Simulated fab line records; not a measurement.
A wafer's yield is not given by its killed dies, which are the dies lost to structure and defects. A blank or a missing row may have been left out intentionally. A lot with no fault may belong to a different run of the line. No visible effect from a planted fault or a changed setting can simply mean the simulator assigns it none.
Problem report, 8D (eight disciplines) form, completed by code -- flow sky130 -- the parts of the form that need people (team, actions taken, sign-off) are left out

## 1. WHAT IS WRONG
oes product au at SKY_METAL1_ETCH_18 reads a mean of 1.001 a.u. on 6 wafers of 2 lots; wafers without a fault read 0.855 a.u. with a standard deviation of 0.0048. That is +30 standard deviations from the usual mean.
The step: etches BARC in N2/H2, stops on SiO2, time 45.9 s, target depth 60 nm.
First observed at day 38 04:19: wafer L267.3, on rie metal-01. Wafers with a number at this step in the record: 33, from 11 lots. The rule behind "out" and "out of limits": a value lying over 4 standard deviations away from the usual mean. Any other wafer with a number is counted as sound.

## 2. WHAT IT IS; WHAT IT IS NOT
question,is,is not
which readings at this step,"oes product au, run length s",drypump motor current A
which lots,"L267, L269","L258, L259, L261, L262, L268, L273, L274, L277, L278"
which wafers of those lots,all that have a number,-
read on which tools,rie metal-01,"rie metal-02, rie metal-03"
when,from day 38 04:19,"up to then (12 sound wafers); but 15 sound wafers of L268, L273, L274, L277, L278 came after"

## 3. THE SUSPECTS, EACH WITH WHAT RULES IT OUT
Counting: a tool at any process step up to the reading remains a suspect when it ran all the lots that are out and ran no sound lot after the first of those.
- rie metal-01 at SKY_METAL1_ETCH_18 (etches BARC in N2/H2, stops on SiO2, time 45.9 s, target depth 60 nm): kept. Every lot that is out went through it, starting with L267 (day 38 04:19), and after that it ran no sound lot; the last sound lot it ran before then is L262 (day 36 03:23). On those wafers its own readings are out: oes product au, run length s.
After counting, what remains is rie metal-01 at SKY_METAL1_ETCH_18.

## 4. THE CAUSE (what the simulator had put in)
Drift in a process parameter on rie metal-01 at SKY_METAL1_ETCH_18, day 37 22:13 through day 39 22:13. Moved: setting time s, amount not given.
Only this tool survived the counting.

## 5. THE EFFECT CHAIN, in route order
One row per reading whose mean, taken over the struck wafers that have a number, lies over 3 standard deviations from the usual. Only readings whose record carries a usual standard deviation are examined. hours: median over the lots of the time between each lot's start at the first step of this table that gives one and its start at this step. sigmas: the change, counted in usual standard deviations.
hours,step,reading,usual,on struck wafers,change,sigmas
0,SKY_METAL1_ETCH_18,oes product au,0.855 a.u.,1.001,+0.146,+30
0,SKY_METAL1_ETCH_18,run length s,74.1 s,63.5,-10.6,-28
The process steps in it:
- SKY_METAL1_ETCH_18: etches BARC in N2/H2, stops on SiO2, time 45.9 s, target depth 60 nm.

## 6. HOW IT WOULD HAVE BEEN CAUGHT EARLIER
The fault began at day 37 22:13; the first out-of-limits reading in this record came at day 38 04:19, 6 hours later.
